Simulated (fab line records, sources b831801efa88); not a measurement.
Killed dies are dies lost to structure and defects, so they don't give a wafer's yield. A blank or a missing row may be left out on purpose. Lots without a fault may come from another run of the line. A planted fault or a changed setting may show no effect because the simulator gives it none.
Which tool did it? | flow gf180mcu | 7 lots, 21 wafers sampled, at 1 step of a route of 602

WHAT THE GAUGES READ, wafer by wafer
GF_STI_CD_MEAS_12: target cd 220 nm.
lot  | measured    | on        | cd_nm (nm)
L245 | day 2 07:17 | cd_sem-01 | 218.9 219.6 218.1
L249 | day 3 03:53 | cd_sem-01 | 218.0 219.1 218.1
L251 | day 3 13:38 | cd_sem-02 | 218.3 218.4 219.0
L253 | day 4 00:53 | cd_sem-01 | 218.7 220.4 219.2
L260 | day 5 13:56 | cd_sem-02 | 219.2 218.7 220.6
L263 | day 6 03:07 | cd_sem-01 | 219.3 219.2 219.6
L267 | day 6 23:46 | cd_sem-01 | 217.5 218.2 217.6

WHICH TOOL RAN EACH LOT (tool, then ch and the chambers of the sampled wafers, then the start)
The record holds no process step before these readings.

THE ANSWER, worked out from the rows above alone
Rule: what is usual is taken from the lots themselves. Put in order of their means at a reading, lots are off if they are a third of the lots or fewer, leave a main group of 4 or more, and stand apart from it by a gap of 3 or more times the standard deviation of the main group's means; of several such gaps the widest counts. A main group whose means are all the same, to the digits that the tables above print for the reading, isn't used. A lot without any number at a reading at which 4 lots or more have one is off too. The other lots that the step has rows for count as sound.
No lot is off at any reading shown: from this, nothing can be told.

WHAT THE SIMULATOR HAD PUT IN
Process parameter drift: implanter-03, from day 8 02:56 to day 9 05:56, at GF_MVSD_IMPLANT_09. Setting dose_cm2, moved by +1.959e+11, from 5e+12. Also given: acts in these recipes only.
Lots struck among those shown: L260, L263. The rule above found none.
